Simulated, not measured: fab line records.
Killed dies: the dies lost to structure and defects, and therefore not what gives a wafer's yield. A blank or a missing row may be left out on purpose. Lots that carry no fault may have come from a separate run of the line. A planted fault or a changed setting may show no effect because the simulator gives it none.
fab line records ; flow sky130
record: lots: 10; wafers: 30; last_day: 50
route steps=708 shown VIA1@482 METAL2@499 PAD_OPEN@708
lots that met no fault: taken from a fault-free run of the same line
start_h: hours from the record's first day to the start of the lot's first wafer shown ; wait_h: hours from the lot's prior step to this one ; " repeats the value in the row above ; L1.1+2: a single row standing in for several wafers ; - either no value or no given start ; * or withheld: withheld ; < > ~ a bound
route shown NAME@n: a module of which the file shows steps, and the number in the route of the first ; usual: average and standard deviation across the fault-free wafers ; same: alike in all rows ; chamber/n: place in a boat ; sites: per-site readings ; _std_site: the standard deviation of these ; _edge_site: outer sites' mean less inner sites' ; radius_mm: how far each site lies from the wafer's centre ; mask NAME#n: copy n ; behind: the tool/chamber that last shaped the wafer ; hold: reason for holding the lot/hours on hold/outcome of the hold ; device: transistor that didn't switch, given as n, p or np ; end of line: the tests these same wafers got at the end of their route ; a step with no rows: only its recipe ; killed: at the first sort, the dies lost to defects and structure; wafer yield is something else ; map: dies across one wafer; x = killed, . = not, _ = none there
set.NAME: the setting that was run; set.NAME@STEP: the one run at that earlier step ; model.NAME: the simulator's own value behind a step, which no gauge read
the route's steps for a sample of lots (tables are steps, rows are wafers)
services: from which hour (start_h, from the record's first day; less than 0 if before it) a tool's chamber was out of use, for how many hours, and why
== steps ==
step: SKY_VIA1_CMP_24
recipe: stop_on: SiO2; t_overpolish_s: 15; down_force_psi: 3.5; platen_rpm: 60; target_thk_nm: 0; pad_velocity_m_s: 0.94248
usual: motor_current_A: 10.8/1; overpolish_run_s: 15.000/0.0084; retaining_ring_pressure_frac: 1.000/0.0056; slurry_filter_dp_kPa: 13.51/0.13; time_to_endpoint_s: 66/3.4
lot.wafer;tool;chamber;start_h;wait_h;motor_current_A;overpolish_run_s;retaining_ring_pressure_frac;slurry_filter_dp_kPa;time_to_endpoint_s
L285.4;cmp-01;2;778.34;0.0;13.3;14.990;0.991;13.50;63
L285.1;cmp-01;3;778.34;0.0;11.2;14.998;0.995;13.71;69
L285.3;cmp-01;1;778.34;0.0;9.5;15.005;0.997;13.48;63
L288.2;cmp-02;3;809.52;0.3;10.0;15.003;1.006;13.47;65
L288.1;cmp-02;0;809.52;0.3;10.5;15.006;0.999;13.42;64
L288.6;cmp-02;3;809.52;0.3;10.7;15.005;1.004;13.49;68
L290.1;cmp-01;0;829.84;0.1;10.6;14.999;1.001;13.55;71
L290.3;cmp-01;1;829.84;0.1;9.4;15.000;0.994;13.44;71
L290.5;cmp-01;0;829.84;0.1;10.5;15.009;0.994;13.59;71
L295.2;cmp-01;2;863.04;0.1;12.7;14.995;0.990;13.73;67
L295.4;cmp-01;0;863.04;0.1;10.7;14.987;1.001;13.67;67
L295.6;cmp-01;1;863.04;0.1;9.9;14.984;0.985;13.72;68
L298.3;cmp-02;1;885.50;0.0;10.7;15.013;0.997;13.57;64
L298.6;cmp-02;1;885.50;0.0;10.1;14.998;0.995;13.44;66
L298.5;cmp-02;2;885.50;0.0;11.4;14.998;1.001;13.62;65
L299.4;cmp-01;0;893.18;0.1;10.6;14.989;0.998;13.20;66
L299.2;cmp-01;1;893.18;0.1;9.7;14.990;0.998;13.28;66
L299.5;cmp-01;3;893.18;0.1;10.6;14.986;1.003;13.52;69
L301.3;cmp-02;2;928.47;0.1;11.4;15.005;1.000;13.67;64
L301.1;cmp-02;0;928.47;0.1;10.1;14.998;0.992;13.45;60
L301.5;cmp-02;2;928.47;0.1;11.5;15.012;0.996;13.47;64
L302.4;cmp-02;0;931.65;0.0;10.2;15.009;0.990;13.78;59
L302.3;cmp-02;1;931.65;0.0;9.5;14.991;0.998;13.40;62
L302.2;cmp-02;2;931.65;0.0;11.6;14.998;0.994;13.51;63
L306.2;cmp-01;2;958.38;0.2;13.4;14.998;1.000;13.53;64
L306.5;cmp-01;3;958.38;0.2;10.8;14.998;0.997;13.31;67
L306.6;cmp-01;0;958.38;0.2;10.7;14.990;1.001;13.61;65
L305.2;cmp-02;1;958.58;0.1;10.4;14.999;1.000;13.59;65
L305.4;cmp-02;2;958.58;0.1;10.5;14.989;0.997;13.36;63
L305.1;cmp-02;3;958.58;0.1;10.3;15.003;1.002;13.57;65
step: SKY_METAL2_OVL_MEAS_16
usual: METAL2_OVL: 3/5.4
lot.wafer;tool;chamber;start_h;wait_h;METAL2_OVL[nm]
L285.1;overlay-01;-;805.88;0.1;10
L285.3;overlay-01;-;805.88;0.1;13
L285.4;overlay-01;-;805.88;0.1;6
L288.1;overlay-01;-;837.44;0.1;6
L288.2;overlay-01;-;837.44;0.1;1
L288.6;overlay-01;-;837.44;0.1;3
L290.1;overlay-02;-;856.41;0.1;2
L290.3;overlay-02;-;856.41;0.1;0
L290.5;overlay-02;-;856.41;0.1;-1
L295.2;overlay-02;-;890.09;0.1;-2
L295.4;overlay-02;-;890.09;0.1;8
L295.6;overlay-02;-;890.09;0.1;1
L298.3;overlay-02;-;911.30;0.1;5
L298.5;overlay-02;-;911.30;0.1;-1
L298.6;overlay-02;-;911.30;0.1;3
L299.2;overlay-02;-;918.74;0.1;10
L299.4;overlay-02;-;918.74;0.1;7
L299.5;overlay-02;-;918.74;0.1;0
L301.1;overlay-01;-;953.34;0.1;5
L301.3;overlay-01;-;953.34;0.1;6
L301.5;overlay-01;-;953.34;0.1;5
L302.2;overlay-02;-;956.72;0.1;4
L302.3;overlay-02;-;956.72;0.1;2
L302.4;overlay-02;-;956.72;0.1;6
L306.2;overlay-01;-;983.47;0.1;5
L306.5;overlay-01;-;983.47;0.1;0
L306.6;overlay-01;-;983.47;0.1;5
L305.1;overlay-01;-;983.81;0.1;3
L305.2;overlay-01;-;983.81;0.1;7
L305.4;overlay-01;-;983.81;0.1;5
step: SKY_METAL2_DESCUM_17
recipe: chemistry: O2; source_power_w: 150; bias_power_w: 0; pressure_mtorr: 10; temp_c: 40; time_s: 8
usual: drypump_motor_current_A: 5.6/0.43; oes_product_au: 1.008/0.012
same: bias_power_w: 0
lot.wafer;tool;chamber;start_h;wait_h;drypump_motor_current_A;oes_product_au;rf_hours_counter_h
L285.1;rie_metal-04;0;805.92;0.0;5.5;1.020;3
L285.3;rie_metal-04;1;805.92;0.0;6.0;1.030;-
L285.4;rie_metal-04;0;805.92;0.0;5.6;1.020;-
L288.1;rie_metal-04;1;837.47;0.0;5.9;1.018;11
L288.2;rie_metal-04;0;837.47;0.0;5.5;1.016;4
L288.6;rie_metal-04;0;837.47;0.0;5.5;1.004;-
L290.1;rie_metal-02;1;856.45;0.0;4.8;0.994;15
L290.3;rie_metal-02;0;856.45;0.0;6.2;1.032;-
L290.5;rie_metal-02;1;856.45;0.0;4.8;1.004;-
L295.2;rie_metal-04;0;890.12;0.0;5.6;1.003;6
L295.4;rie_metal-04;0;890.12;0.0;5.6;1.011;-
L295.6;rie_metal-04;1;890.12;0.0;5.9;1.014;-
L298.3;rie_metal-04;0;911.33;0.0;5.6;1.010;-
L298.5;rie_metal-04;1;911.33;0.0;5.9;1.018;-
L298.6;rie_metal-04;0;911.33;0.0;5.5;1.022;-
L299.2;rie_metal-01;1;918.77;0.0;5.2;0.993;14
L299.4;rie_metal-01;0;918.77;0.0;6.0;1.017;-
L299.5;rie_metal-01;0;918.77;0.0;6.0;1.012;-
L301.1;rie_metal-01;1;953.37;0.0;5.2;0.998;15
L301.3;rie_metal-01;1;953.37;0.0;5.2;1.002;-
L301.5;rie_metal-01;0;953.37;0.0;6.0;1.012;-
L302.2;rie_metal-02;0;956.75;0.0;6.2;1.006;3
L302.3;rie_metal-02;0;956.75;0.0;6.2;1.000;-
L302.4;rie_metal-02;1;956.75;0.0;4.8;0.989;-
L306.2;rie_metal-04;0;983.50;0.0;5.5;1.022;11
L306.5;rie_metal-04;0;983.50;0.0;5.5;1.030;-
L306.6;rie_metal-04;1;983.50;0.0;5.9;1.017;-
L305.1;rie_metal-02;0;983.85;0.0;6.2;1.004;4
L305.2;rie_metal-02;1;983.85;0.0;4.9;0.986;2
L305.4;rie_metal-02;0;983.85;0.0;6.2;1.003;-
step: SKY_METAL2_METAL_ETCH_19
recipe: target_depth_a: 3600; stop_on: SiO2; over_etch_frac: 0.3; time_s: 78; chemistry: Cl2/BCl3; resist_sidewall_deg: 88; pressure_mtorr: 10; icp_w: 900; bias_w: 48.5; Cl2_flow_sccm: 60; bcl3_flow_sccm: 30
usual: drypump_motor_current_A: 5.6/0.43; mfc_cl2_sccm: 59.98/0.18; oes_product_au: 0.854/0.0055; throttle_valve_pct: 22.265/0.0086
same: over_etch_frac: 0.3
lot.wafer;tool;chamber;start_h;wait_h;drypump_motor_current_A;mfc_cl2_sccm;oes_product_au;rf_hours_counter_h;throttle_valve_pct
L285.1;rie_metal-04;0;806.01;0.0;5.5;60.04;0.857;3;22.259
L285.3;rie_metal-04;1;806.01;0.0;5.9;59.96;0.853;-;22.254
L285.4;rie_metal-04;0;806.01;0.0;5.5;60.25;0.858;-;22.271
L288.1;rie_metal-04;1;837.57;0.0;5.9;60.08;0.854;11;22.263
L288.2;rie_metal-04;0;837.57;0.0;5.5;59.89;0.848;4;22.261
L288.6;rie_metal-04;0;837.57;0.0;5.6;60.26;0.853;-;22.258
L290.1;rie_metal-02;1;856.54;0.0;4.9;59.57;0.862;15;22.252
L290.3;rie_metal-02;0;856.54;0.0;6.2;59.96;0.848;-;22.265
L290.5;rie_metal-02;1;856.54;0.0;4.8;59.51;0.862;-;22.263
L295.2;rie_metal-04;0;890.22;0.0;5.5;60.16;0.860;6;22.267
L295.4;rie_metal-04;0;890.22;0.0;5.5;59.95;0.862;-;22.251
L295.6;rie_metal-04;1;890.22;0.0;5.9;59.68;0.852;-;22.266
L298.3;rie_metal-04;0;911.45;0.1;5.5;60.04;0.857;-;22.271
L298.5;rie_metal-04;1;911.45;0.1;5.9;60.12;0.856;-;22.272
L298.6;rie_metal-04;0;911.45;0.1;5.5;59.89;0.855;-;22.263
L299.2;rie_metal-01;1;918.87;0.0;5.3;60.01;0.855;14;22.260
L299.4;rie_metal-01;0;918.87;0.0;6.0;60.12;0.858;-;22.254
L299.5;rie_metal-01;0;918.87;0.0;6.0;60.30;0.847;-;22.273
L301.1;rie_metal-01;1;953.47;0.0;5.2;59.87;0.858;15;22.261
L301.3;rie_metal-01;1;953.47;0.0;5.2;59.83;0.859;-;22.256
L301.5;rie_metal-01;0;953.47;0.0;6.0;59.84;0.855;-;22.263
L302.2;rie_metal-02;0;956.84;0.0;6.2;60.02;0.848;3;22.263
L302.3;rie_metal-02;0;956.84;0.0;6.2;59.96;0.859;-;22.274
L302.4;rie_metal-02;1;956.84;0.0;4.8;59.94;0.854;-;22.259
L306.2;rie_metal-04;0;983.62;0.1;5.5;59.98;0.853;11;22.269
L306.5;rie_metal-04;0;983.62;0.1;5.5;60.19;0.849;-;22.251
L306.6;rie_metal-04;1;983.62;0.1;6.0;60.03;0.848;-;22.264
L305.1;rie_metal-02;0;983.94;0.0;6.2;59.71;0.853;4;22.268
L305.2;rie_metal-02;1;983.94;0.0;4.9;60.02;0.857;2;22.280
L305.4;rie_metal-02;0;983.94;0.0;6.2;60.14;0.844;-;22.253
step: SKY_METAL2_STRIP_20
recipe: chemistry: O2/N2; power_w: 1400; pressure_mtorr: 1500; platen_temp_c: withheld; o2_flow_sccm: 3000; n2_flow_sccm: 300; overash_fraction: 0.5
usual: drypump_motor_current_A: 5.8/0.47; oes_product_au: 0.340/0.0051; strip_time_to_endpoint_s: 2.65/0.056
lot.wafer;tool;chamber;start_h;wait_h;drypump_motor_current_A;oes_product_au;rf_hours_counter_h;strip_time_to_endpoint_s
L285.1;plasma_asher-02;0;806.10;0.1;5.8;0.346;67;2.67
L285.3;plasma_asher-02;1;806.10;0.1;5.9;0.341;-;2.66
L285.4;plasma_asher-02;0;806.10;0.1;5.8;0.346;-;2.63
L288.1;plasma_asher-01;0;837.66;0.1;6.7;0.339;10;2.62
L288.2;plasma_asher-01;1;837.66;0.1;5.7;0.343;10;2.64
L288.6;plasma_asher-01;0;837.66;0.1;6.7;0.332;-;2.65
L290.1;plasma_asher-04;0;856.63;0.1;5.3;0.346;104;2.75
L290.3;plasma_asher-04;1;856.63;0.1;5.3;0.334;-;2.63
L290.5;plasma_asher-04;0;856.63;0.1;5.3;0.346;-;2.72
L295.2;plasma_asher-01;0;890.31;0.1;6.6;0.355;15;3.06
L295.4;plasma_asher-01;1;890.31;0.1;5.7;0.365;-;3.06
L295.6;plasma_asher-01;0;890.31;0.1;6.7;0.339;-;2.58
L298.3;plasma_asher-01;1;911.54;0.1;5.7;0.358;-;3.03
L298.5;plasma_asher-01;1;911.54;0.1;5.7;0.334;-;2.63
L298.6;plasma_asher-01;0;911.54;0.1;6.7;0.349;-;3.02
L299.2;plasma_asher-01;1;918.96;0.1;5.7;0.347;18;2.68
L299.4;plasma_asher-01;1;918.96;0.1;5.7;0.344;-;2.64
L299.5;plasma_asher-01;1;918.96;0.1;5.7;0.338;-;2.64
L301.1;plasma_asher-02;1;953.56;0.1;5.9;0.347;82;2.70
L301.3;plasma_asher-02;1;953.56;0.1;5.9;0.334;-;2.66
L301.5;plasma_asher-02;0;953.56;0.1;5.8;0.345;-;2.68
L302.2;plasma_asher-04;0;956.93;0.1;5.3;0.336;114;2.67
L302.3;plasma_asher-04;0;956.93;0.1;5.3;0.339;-;2.66
L302.4;plasma_asher-04;1;956.93;0.1;5.3;0.341;-;2.76
L306.2;plasma_asher-01;0;983.74;0.1;6.7;0.338;24;2.55
L306.5;plasma_asher-01;1;983.74;0.1;5.7;0.333;-;2.52
L306.6;plasma_asher-01;0;983.74;0.1;6.7;0.332;-;2.56
L305.1;plasma_asher-02;0;984.03;0.1;5.8;0.344;85;2.67
L305.2;plasma_asher-02;1;984.03;0.1;5.9;0.345;85;2.75
L305.4;plasma_asher-02;1;984.03;0.1;6.0;0.344;-;2.70
step: SKY_PAD_OPEN_PROBE_99
usual: defect_limited_yield: 82.3/2.1; killed_at_M0_to_M3: 44/7.2; killed_at_M4_up: 3.1/1.7; killed_at_contacts: 24/5.2; killed_at_front_end: 15/4.1; killed_at_other: 0.3/0.61; killed_dies: 87/10; killed_on_rim: 17/3.8; killed_open: 48/7.5; killed_short: 39/6.6; sort_bin_3_pad_short: 0.8/0.39; sort_bin_5_function: 10.4/1.7; sort_bin_6_memory: 6.5/1.1; sort_n_pass: 405/10; sort_yield_pct: 82.3/2.1
same: gross_dies: 492; killed_at_back_side: 0; sort_bin_4_leakage[%]: 0; sort_bin_8_speed[%]: 0
lot.wafer;tool;chamber;start_h;wait_h;defect_limited_yield[%];killed_at_M0_to_M3;killed_at_M4_up;killed_at_contacts;killed_at_front_end;killed_at_other;killed_dies;killed_on_rim;killed_open;killed_short;sort_bin_3_pad_short[%];sort_bin_5_function[%];sort_bin_6_memory[%];sort_n_pass;sort_yield_pct[%]
L285.1;prober-01;-;1063.96;0.1;81.5;50;1;27;13;0;91;14;44;47;1.2;12.0;5.3;401;81.5
L285.3;prober-01;-;1064.06;0.2;79.3;54;6;28;14;0;102;23;65;36;1.0;12.2;7.5;390;79.3
L285.4;prober-01;-;1064.11;0.2;80.9;52;3;24;13;2;94;26;45;49;0.8;11.8;6.5;398;80.9
L288.1;prober-02;-;1088.99;0.1;81.9;45;2;29;13;0;89;23;52;37;1.6;10.2;6.3;403;81.9
L288.2;prober-02;-;1089.04;0.1;81.1;49;5;26;13;0;93;11;49;44;0.8;12.0;6.1;399;81.1
L288.6;prober-02;-;1089.24;0.2;80.9;45;2;38;9;0;94;14;56;38;1.0;10.6;7.5;398;80.9
L290.1;prober-02;-;1104.98;0.1;83.1;41;4;26;12;0;83;14;53;29;0.2;11.8;4.9;409;83.1
L290.3;prober-02;-;1105.08;0.2;81.5;51;2;23;15;0;91;18;40;51;1.2;9.1;8.1;401;81.5
L290.5;prober-02;-;1105.18;0.2;83.7;36;4;24;15;1;80;15;46;34;0.4;8.7;7.1;412;83.7
L295.2;prober-01;-;1129.28;0.1;80.3;49;5;24;19;0;97;20;53;44;0.4;11.4;7.9;395;80.3
L295.4;prober-01;-;1129.38;0.2;85.2;34;1;23;15;0;73;14;43;30;0.2;8.5;6.1;419;85.2
L295.6;prober-01;-;1129.48;0.2;83.9;34;3;21;20;1;79;19;41;37;0.8;10.6;4.7;413;83.9
L298.3;prober-02;-;1145.88;0.2;85.0;38;0;24;11;1;74;16;49;25;0.6;8.5;5.9;418;85.0
L298.5;prober-02;-;1145.98;0.2;84.1;39;5;21;12;1;78;15;38;40;1.0;8.3;6.5;414;84.1
L298.6;prober-02;-;1146.03;0.2;85.2;35;2;21;15;0;73;9;38;33;1.2;7.5;6.1;419;85.2
L299.2;prober-01;-;1149.44;0.1;83.3;38;3;26;15;0;82;14;43;37;1.2;11.0;4.5;410;83.3
L299.4;prober-01;-;1149.54;0.2;83.3;47;0;15;20;0;82;16;45;37;0.4;12.0;4.3;410;83.3
L299.5;prober-01;-;1149.59;0.2;83.7;43;4;18;15;0;80;14;43;37;0.6;8.9;6.7;412;83.7
L301.1;prober-01;-;1172.97;0.1;82.1;45;2;27;14;0;88;17;47;41;1.6;10.6;5.7;404;82.1
L301.3;prober-01;-;1173.07;0.2;82.9;41;1;30;12;0;84;19;41;41;1.0;8.5;7.5;408;82.9
L301.5;prober-01;-;1173.17;0.2;85.6;40;1;19;11;0;71;15;39;32;0.8;7.7;5.9;421;85.6
L302.2;prober-02;-;1179.17;0.1;85.0;38;4;17;15;0;74;15;41;33;0.4;9.3;5.3;418;85.0
L302.3;prober-02;-;1179.22;0.2;82.7;36;4;31;14;0;85;13;42;43;0;11.2;6.1;407;82.7
L302.4;prober-02;-;1179.27;0.2;83.5;42;4;24;11;0;81;19;48;33;1.0;8.9;6.5;411;83.5
L306.2;prober-01;-;1196.14;0.1;77.4;65;3;25;17;1;111;21;54;57;1.4;13.4;7.7;381;77.4
L306.5;prober-01;-;1196.29;0.2;81.7;37;7;23;23;0;90;18;52;38;0.8;8.3;9.1;402;81.7
L306.6;prober-01;-;1196.34;0.2;81.1;46;1;30;16;0;93;14;54;39;0.4;11.8;6.7;399;81.1
L305.1;prober-02;-;1196.74;0.1;80.5;58;4;23;11;0;96;14;61;35;0.6;12.2;6.7;396;80.5
L305.2;prober-02;-;1196.79;0.1;82.7;46;4;18;17;0;85;19;46;39;1.0;10.2;6.1;407;82.7
L305.4;prober-02;-;1196.89;0.2;83.5;42;3;28;8;0;81;16;54;27;1.0;9.6;5.9;411;83.5
killed by level:class
L285.1 METAL2:geometric_particle:short=12 CONTACT:geometric_particle:open=11 METAL1:geometric_particle:short=8 VIA2:geometric_particle:open=8 VIA1:geometric_particle:open=7 LI_CONTACT:geometric_particle:open=5 LOCAL_INTERCONNECT:geometric_particle:short=5 CONTACT:geometric_particle:short=5
L285.3 VIA1:geometric_particle:open=15 VIA2:geometric_particle:open=13 CONTACT:geometric_particle:open=12 VIA3:geometric_particle:open=7 FIELD_ISO:geometric_particle:short=6 LI_CONTACT:geometric_particle:open=5 METAL2:geometric_particle:short=5 POLY_GATE:geometric_particle:short=4
L285.4 CONTACT:geometric_particle:open=12 VIA1:geometric_particle:open=10 METAL2:geometric_particle:short=9 METAL1:geometric_particle:short=8 VIA2:geometric_particle:short=8 VIA3:geometric_particle:open=6 CONTACT:geometric_particle:short=5 FIELD_ISO:geometric_particle:open=4
L288.1 CONTACT:geometric_particle:open=13 VIA1:geometric_particle:open=9 VIA2:geometric_particle:open=9 FIELD_ISO:geometric_particle:open=7 VIA1:geometric_particle:short=7 CONTACT:geometric_particle:short=6 METAL2:geometric_particle:short=5 VIA3:geometric_particle:open=5
L288.2 METAL1:geometric_particle:short=11 VIA1:geometric_particle:open=10 CONTACT:geometric_particle:open=9 VIA3:geometric_particle:open=7 LI_CONTACT:geometric_particle:open=6 VIA2:geometric_particle:open=5 LI_CONTACT:geometric_particle:short=4 METAL4:geometric_particle:short=4
L288.6 CONTACT:geometric_particle:open=12 LI_CONTACT:geometric_particle:open=12 CONTACT:geometric_particle:short=8 VIA1:geometric_particle:open=8 VIA3:geometric_particle:open=7 METAL2:geometric_particle:short=5 VIA2:geometric_particle:open=5 LI_CONTACT:geometric_particle:short=4
L290.1 CONTACT:geometric_particle:open=12 METAL2:geometric_particle:short=12 VIA1:geometric_particle:open=10 LI_CONTACT:geometric_particle:open=8 VIA2:geometric_particle:open=6 VIA3:geometric_particle:open=6 FIELD_ISO:geometric_particle:open=5 CONTACT:geometric_particle:short=3
L290.3 VIA1:geometric_particle:open=12 CONTACT:geometric_particle:short=8 METAL1:geometric_particle:short=8 VIA3:geometric_particle:open=8 VIA2:geometric_particle:open=7 LOCAL_INTERCONNECT:geometric_particle:short=6 POLY_GATE:geometric_particle:short=5 CONTACT:geometric_particle:open=5
L290.5 CONTACT:geometric_particle:open=11 METAL2:geometric_particle:short=10 VIA1:geometric_particle:open=8 FIELD_ISO:geometric_particle:open=5 LI_CONTACT:geometric_particle:open=5 VIA2:geometric_particle:open=4 CONTACT:geometric_particle:short=4 FIELD_ISO:geometric_particle:short=3
L295.2 VIA1:geometric_particle:open=11 VIA2:geometric_particle:open=11 LI_CONTACT:geometric_particle:open=10 POLY_GATE:geometric_particle:short=7 VIA3:geometric_particle:short=7 FIELD_ISO:geometric_particle:open=6 CONTACT:geometric_particle:open=5 METAL4:geometric_particle:short=4
L295.4 CONTACT:geometric_particle:open=10 LI_CONTACT:geometric_particle:open=8 VIA1:geometric_particle:open=8 VIA3:geometric_particle:short=6 VIA3:geometric_particle:open=6 FIELD_ISO:geometric_particle:open=4 VIA1:geometric_particle:short=4 METAL1:geometric_particle:short=4
L295.6 LI_CONTACT:geometric_particle:open=8 CONTACT:geometric_particle:open=8 VIA1:geometric_particle:open=8 FIELD_ISO:geometric_particle:short=7 POLY_GATE:geometric_particle:short=7 VIA3:geometric_particle:open=7 METAL2:geometric_particle:short=4 VIA2:geometric_particle:short=3
L298.3 CONTACT:geometric_particle:open=10 VIA1:geometric_particle:open=9 VIA2:geometric_particle:open=8 LI_CONTACT:geometric_particle:open=7 VIA3:geometric_particle:open=6 METAL3:geometric_particle:short=5 FIELD_ISO:geometric_particle:open=4 CONTACT:geometric_particle:short=4
L298.5 VIA2:geometric_particle:open=7 VIA1:geometric_particle:open=7 METAL2:geometric_particle:short=7 LOCAL_INTERCONNECT:geometric_particle:short=6 LI_CONTACT:geometric_particle:open=6 FIELD_ISO:geometric_particle:short=5 METAL4:geometric_particle:short=5 CONTACT:geometric_particle:open=5
L298.6 VIA1:geometric_particle:open=9 VIA3:geometric_particle:open=7 LI_CONTACT:geometric_particle:open=6 POLY_GATE:geometric_particle:open=5 CONTACT:geometric_particle:open=5 CONTACT:geometric_particle:short=5 VIA2:geometric_particle:short=5 POLY_GATE:geometric_particle:short=4
L299.2 CONTACT:geometric_particle:open=11 VIA3:geometric_particle:open=10 VIA2:geometric_particle:open=6 CONTACT:geometric_particle:short=5 FIELD_ISO:geometric_particle:open=4 SPACER:geometric_particle:short=4 LOCAL_INTERCONNECT:geometric_particle:short=4 METAL1:geometric_particle:short=4
L299.4 VIA1:geometric_particle:open=14 METAL2:geometric_particle:short=10 POLY_GATE:geometric_particle:open=6 CONTACT:geometric_particle:open=6 METAL1:geometric_particle:short=6 POLY_GATE:geometric_particle:short=5 VIA2:geometric_particle:open=4 FIELD_ISO:geometric_particle:open=3
L299.5 METAL1:geometric_particle:short=9 CONTACT:geometric_particle:open=7 VIA1:geometric_particle:open=7 POLY_GATE:geometric_particle:open=6 VIA2:geometric_particle:open=6 METAL2:geometric_particle:short=5 LI_CONTACT:geometric_particle:open=4 VIA1:geometric_particle:short=4
L301.1 CONTACT:geometric_particle:open=9 METAL1:geometric_particle:short=9 CONTACT:geometric_particle:short=8 VIA1:geometric_particle:open=8 VIA3:geometric_particle:open=7 LI_CONTACT:geometric_particle:open=6 VIA1:geometric_particle:short=6 POLY_GATE:geometric_particle:short=4
L301.3 CONTACT:geometric_particle:open=10 LI_CONTACT:geometric_particle:open=8 VIA1:geometric_particle:open=8 LOCAL_INTERCONNECT:geometric_particle:short=7 VIA1:geometric_particle:short=7 METAL1:geometric_particle:short=6 POLY_GATE:geometric_particle:open=4 METAL2:geometric_particle:short=4
L301.5 VIA1:geometric_particle:open=15 LI_CONTACT:geometric_particle:open=6 METAL1:geometric_particle:short=6 CONTACT:geometric_particle:open=5 VIA1:geometric_particle:short=5 VIA2:geometric_particle:open=5 POLY_GATE:geometric_particle:short=4 CONTACT:geometric_particle:short=3
L302.2 VIA1:geometric_particle:open=8 VIA2:geometric_particle:open=8 LI_CONTACT:geometric_particle:open=7 VIA3:geometric_particle:open=6 LI_CONTACT:geometric_particle:short=5 POLY_GATE:geometric_particle:short=4 FIELD_ISO:geometric_particle:short=3 POLY_GATE:geometric_particle:open=3
L302.3 CONTACT:geometric_particle:open=11 VIA1:geometric_particle:open=9 METAL1:geometric_particle:short=8 LI_CONTACT:geometric_particle:open=6 LI_CONTACT:geometric_particle:short=5 LOCAL_INTERCONNECT:geometric_particle:short=5 METAL2:geometric_particle:short=5 METAL4:geometric_particle:short=4
L302.4 CONTACT:geometric_particle:open=12 VIA2:geometric_particle:open=7 VIA1:geometric_particle:open=7 FIELD_ISO:geometric_particle:short=5 METAL3:geometric_particle:short=5 VIA3:geometric_particle:open=5 METAL2:geometric_particle:open=5 METAL2:geometric_particle:short=5
L306.2 VIA1:geometric_particle:open=11 VIA2:geometric_particle:open=10 METAL1:geometric_particle:short=9 VIA1:geometric_particle:short=9 LOCAL_INTERCONNECT:geometric_particle:short=8 VIA3:geometric_particle:open=8 CONTACT:geometric_particle:open=7 POLY_GATE:geometric_particle:open=5
L306.5 VIA1:geometric_particle:open=12 CONTACT:geometric_particle:open=9 POLY_GATE:geometric_particle:open=7 FIELD_ISO:geometric_particle:open=6 METAL4:geometric_particle:short=6 FIELD_ISO:geometric_particle:short=5 LI_CONTACT:geometric_particle:open=5 LOCAL_INTERCONNECT:geometric_particle:short=5
L306.6 VIA1:geometric_particle:open=12 CONTACT:geometric_particle:short=10 VIA2:geometric_particle:open=9 POLY_GATE:geometric_particle:open=6 CONTACT:geometric_particle:open=6 LI_CONTACT:geometric_particle:open=6 FIELD_ISO:geometric_particle:open=5 LOCAL_INTERCONNECT:geometric_particle:short=5
L305.1 VIA1:geometric_particle:open=15 CONTACT:geometric_particle:open=12 VIA3:geometric_particle:open=10 VIA2:geometric_particle:open=8 LI_CONTACT:geometric_particle:open=5 METAL1:geometric_particle:short=5 VIA2:geometric_particle:short=5 FIELD_ISO:geometric_particle:open=3
L305.2 VIA1:geometric_particle:open=12 VIA2:geometric_particle:open=8 CONTACT:geometric_particle:open=5 FIELD_ISO:geometric_particle:open=4 POLY_GATE:geometric_particle:open=4 LI_CONTACT:geometric_particle:open=4 CONTACT:geometric_particle:short=4 METAL1:geometric_particle:short=4
L305.4 CONTACT:geometric_particle:open=12 VIA1:geometric_particle:open=10 VIA2:geometric_particle:open=10 LI_CONTACT:geometric_particle:open=9 VIA1:geometric_particle:short=7 METAL2:geometric_particle:open=4 METAL1:geometric_particle:short=4 FIELD_ISO:geometric_particle:open=3
== services ==
tool;chamber;start_h;hours;kind
rie_metal-01;1;755.82;2.9;repair
cmp-02;-;757.98;1.3;repair
rie_metal-01;0;777.16;6.3;repair
plasma_asher-04;-;779.03;14.6;pm
plasma_asher-02;-;784.65;7.7;repair
plasma_asher-02;-;798.64;3.3;repair
rie_metal-01;-;821.56;0.4;repair
cmp-02;-;828.45;0.5;repair
cmp-01;-;843.13;0.5;repair
cmp-02;-;849.14;1.7;repair
cmp-02;-;854.61;1.8;repair
rie_metal-04;-;884.22;2.8;pm
rie_metal-01;-;890.63;2.8;pm
rie_metal-02;0;901.22;-;clean
rie_metal-02;0;901.22;19.3;scheduled_down
rie_metal-02;0;901.22;19.3;vent_cycle
cmp-01;-;906.92;6.5;repair
cmp-01;-;913.43;4.0;pm
rie_metal-02;1;922.62;-;clean
rie_metal-01;-;925.09;1.0;repair
plasma_asher-04;-;932.23;0.7;repair
cmp-01;-;955.08;1.2;repair
cmp-01;-;966.97;1.0;repair
cmp-02;-;970.35;5.6;pm
== key ==
first_sign: step: SKY_METAL2_STRIP_20; reading: strip_time_to_endpoint_s; direction: up; sigmas: 7.1; usual: *; struck: *
effect: step: SKY_METAL2_STRIP_20; reading: oes_product_au; direction: up; sigmas: 3.3; usual: 0.340; struck: 0.357
met_at SKY_METAL2_METAL_ETCH_19
struck_lots L295,L298
struck_wafers L295.2,L295.4,L298.3,L298.6
not_acting_at SKY_VIA1_CMP_24,SKY_METAL2_OVL_MEAS_16,SKY_METAL2_DESCUM_17
onset_between 837.57 890.22
fault: kind: process_parameter_drift; tool: rie_metal-04; chamber: 0; onset_h: 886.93; steps: SKY_METAL2_METAL_ETCH_19; channel: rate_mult; offset: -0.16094; shape: step; end_h: 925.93
